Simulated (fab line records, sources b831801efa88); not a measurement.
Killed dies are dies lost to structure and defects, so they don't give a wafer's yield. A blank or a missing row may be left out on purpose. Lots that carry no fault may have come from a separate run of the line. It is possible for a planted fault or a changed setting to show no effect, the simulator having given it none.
Which tool is to blame?	flow sky130	14 lots with 40 wafers sampled at 5 steps, on a route of 708 steps

WHAT THE GAUGES SHOWED, per wafer
SKY_FIELD_ISO_THK_MEAS_23. Usual: for FIELD_ISO_OXIDATION_01_THK the level is 9.99 nm and the standard deviation is 0.2.
lot	measured	on	FIELD_ISO_OXIDATION_01_THK (nm)	flag
L665	day 2 06:20	film-metro-03	9.69 9.64 9.65	
L666	day 2 12:22	film-metro-03	10.09 10.08 10.05	
L668	day 2 23:21	film-metro-02	9.68 10.03 9.75	
L669	day 3 04:55	film-metro-04	10.42 10.26 10.44	
L670	day 3 10:16	film-metro-02	9.70 9.68 9.84	
L671	day 3 14:44	film-metro-02	9.69 9.67 9.77	
L672	day 3 20:19	film-metro-03	9.70 9.86 9.97	
L674	day 4 07:05	film-metro-03	9.90 9.91	
L675	day 4 12:37	film-metro-02	10.10 10.02 10.07	
L680	day 5 13:45	film-metro-04	10.05 9.87	
L681	day 5 19:52	film-metro-04	10.36 10.36 10.32	
L682	day 6 01:12	film-metro-04	9.93 10.05 9.99	
L683	day 6 06:27	film-metro-02	9.82 9.86 9.72	
L688	day 7 06:53	film-metro-03	10.35 10.08 10.17	

SKY_NWELL_TW_MEAS_26. Usual: for NWELL_2_TW the level is 497 and the standard deviation is 3.6.
lot	measured	on	NWELL_2_TW	flag
L665	day 5 08:19	film-metro-03	491 491 490	
L666	day 5 19:02	film-metro-02	499 498 498	
L668	day 6 05:31	film-metro-01	494 496 499	
L669	day 6 10:58	film-metro-03	492 493 494	
L670	day 6 19:06	film-metro-02	500 500 497	
L671	day 6 23:38	film-metro-03	493 493 491	
L672	day 7 06:04	film-metro-01	498 498 499	
L674	day 7 16:44	film-metro-02	473 498	OFF
L675	day 8 00:49	film-metro-03	467 494 491	OFF
L680	day 9 03:37	film-metro-01	471 497	OFF
L681	day 9 10:44	film-metro-02	498 496 498	
L682	day 9 15:48	film-metro-01	499 498 497	
L683	day 10 00:44	film-metro-02	498 497 501	
L688	day 11 03:07	film-metro-01	497 496 494	

SKY_NWELL_RS_MEAS_31: measures by four-point-probe. Usual: for PWDE_RS the level is 5270 ohm/sq and the standard deviation is 17.
lot	measured	on	PWDE_RS (ohm/sq)	flag
L665	day 5 08:46	film-metro-01	5262 5262 5246	
L666	day 5 19:31	film-metro-01	5309 5310 5313	
L668	day 6 05:59	film-metro-03	5281 5265 5279	
L669	day 6 11:25	film-metro-02	5261 5241 5240	
L670	day 6 19:34	film-metro-01	5305 5288 5299	
L671	day 7 00:05	film-metro-01	5263 5257 5272	
L672	day 7 06:32	film-metro-02	5274 5266 5262	
L674	day 7 17:11	film-metro-02	5274 5284	
L675	day 8 01:17	film-metro-01	5259 5260 5228	
L680	day 9 04:05	film-metro-03	5246 5270	
L681	day 9 11:12	film-metro-03	5257 5219 5254	
L682	day 9 16:16	film-metro-03	5262 5251 5279	
L683	day 10 01:11	film-metro-01	5258 5259 5256	
L688	day 11 03:35	film-metro-01	5291 5279 5269	

SKY_VT_ADJUST_HVTP_OVL_MEAS_08. Usual: for VT_ADJUST_HVTP_OVL the level is 0.5 nm and the standard deviation is 1.4.
lot	measured	on	VT_ADJUST_HVTP_OVL (nm)	flag
L665	day 6 04:08	overlay-02	0.7 0.9 1.0	
L666	day 6 14:53	overlay-01	0.3 1.6 -0.4	
L668	day 7 01:20	overlay-02	1.8 2.5 2.9	
L669	day 7 06:59	overlay-02	-0.4 0.7 0.6	
L670	day 7 15:11	overlay-01	0.5 1.8 0.5	
L671	day 7 20:23	overlay-02	2.8 1.2 0.4	
L672	day 8 03:03	overlay-02	1.2 1.9 0.9	
L674	day 8 14:32	overlay-01	1.4 0.2	
L675	day 8 22:23	overlay-02	-1.5 0.4 1.5	
L680	day 10 02:34	overlay-01	-1.3 0.4	
L681	day 10 10:02	overlay-01	1.6 2.9 -0.1	
L682	day 10 15:00	overlay-02	-0.7 -1.3 0.9	
L683	day 11 00:09	overlay-02	1.2 2.6 -1.2	
L688	day 12 01:39	overlay-01	-1.0 1.3 -0.9	

TOOL THAT RAN EACH LOT (tool first, then ch and the chambers of the sampled wafers, then the start)
lot	SKY_NWELL_IMPLANT_24
L665	implanter-01 ch 0, day 5 08:04
L666	implanter-02 ch 0, day 5 18:49
L668	implanter-03 ch 0, day 6 05:17
L669	implanter-03 ch 0, day 6 10:43
L670	implanter-03 ch 0, day 6 18:52
L671	implanter-02 ch 0, day 6 23:23
L672	implanter-01 ch 0, day 7 05:50
L674	implanter-03 ch 0, day 7 16:29
L675	implanter-03 ch 0, day 8 00:35
L680	implanter-03 ch 0, day 9 03:23
L681	implanter-02 ch 0, day 9 10:29
L682	implanter-02 ch 0, day 9 15:34
L683	implanter-02 ch 0, day 10 00:29
L688	implanter-02 ch 0, day 11 02:53
- SKY_NWELL_IMPLANT_24

AS READ BY THE TOOLS THEMSELVES (means over the sampled wafers that have a number; for cases with no such wafer, the mark the record gives instead)
SKY_NWELL_IMPLANT_24. Usual: beam-energy-keV 140.00, standard deviation 0.041; beam-on-s 10.00 s, standard deviation 0.22; faraday-current-uA 51.9, standard deviation 1.1.
lot	tool	beam-energy-keV	beam-on-s (s)	faraday-current-uA	flag
L665	implanter-01	139.99	10.09	51.4	
L666	implanter-02	140.04	10.05	51.6	
L668	implanter-03	140.03	9.74	53.2	
L669	implanter-03	140.06	10.09	51.3	
L670	implanter-03	140.03	10.03	51.8	
L671	implanter-02	139.99	10.02	51.8	
L672	implanter-01	140.02	9.72	53.4	
L674	implanter-03	139.95	8.99	57.9	OFF
L675	implanter-03	140.02	9.50	55.2	OFF
L680	implanter-03	140.02	9.35	56.0	OFF
L681	implanter-02	139.95	9.91	52.5	
L682	implanter-02	139.97	9.94	52.1	
L683	implanter-02	139.98	10.13	51.3	
L688	implanter-02	139.97	9.89	52.5	

THE ANSWER, worked out from the rows above alone
Rule: a lot is off if the mean of its wafers that have a number lies more than 3 standard deviations from the usual mean. Also off: a lot with no number at a reading for which 4 or more lots have one. The other lots that the step has rows for count as sound. After the gauges, taken in route order, come the tools' own readings; for these a lot's mean is taken, as printed above. At the first step where some lot is off, the reading lying furthest off is the one used; lots without a number count as furthest.
Off: at SKY_NWELL_TW_MEAS_26 (NWELL_2_TW), L674, L675, L680.
A tool fits if, at a process step before that reading, it ran every lot that is off, and no sound lot after the first of them. Not tried: the gauges at SKY_NWELL_TW_MEAS_26; whatever is off there is also off at SKY_NWELL_IMPLANT_24, on other tools, and gauge error can't account for it. One fits: SKY_NWELL_IMPLANT_24 on implanter-03. A fault onset in the window from L670 (day 6 18:52, its last sound lot) to L674 (day 7 16:29, its first lot off) fits.
The tool's own readings at SKY_NWELL_IMPLANT_24 bear it out: on the lots that are off they differ by more than 5 times the standard deviation of the sound lots' means. beam-on-s reads 9.28 s there against 9.96 s on the sound lots; faraday-current-uA reads 56.4 there against 52.1 on the sound lots.

WHAT THE SIMULATOR HAD INSERTED
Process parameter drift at SKY_NWELL_IMPLANT_24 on implanter-03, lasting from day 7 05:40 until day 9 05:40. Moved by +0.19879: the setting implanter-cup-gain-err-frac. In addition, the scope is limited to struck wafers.
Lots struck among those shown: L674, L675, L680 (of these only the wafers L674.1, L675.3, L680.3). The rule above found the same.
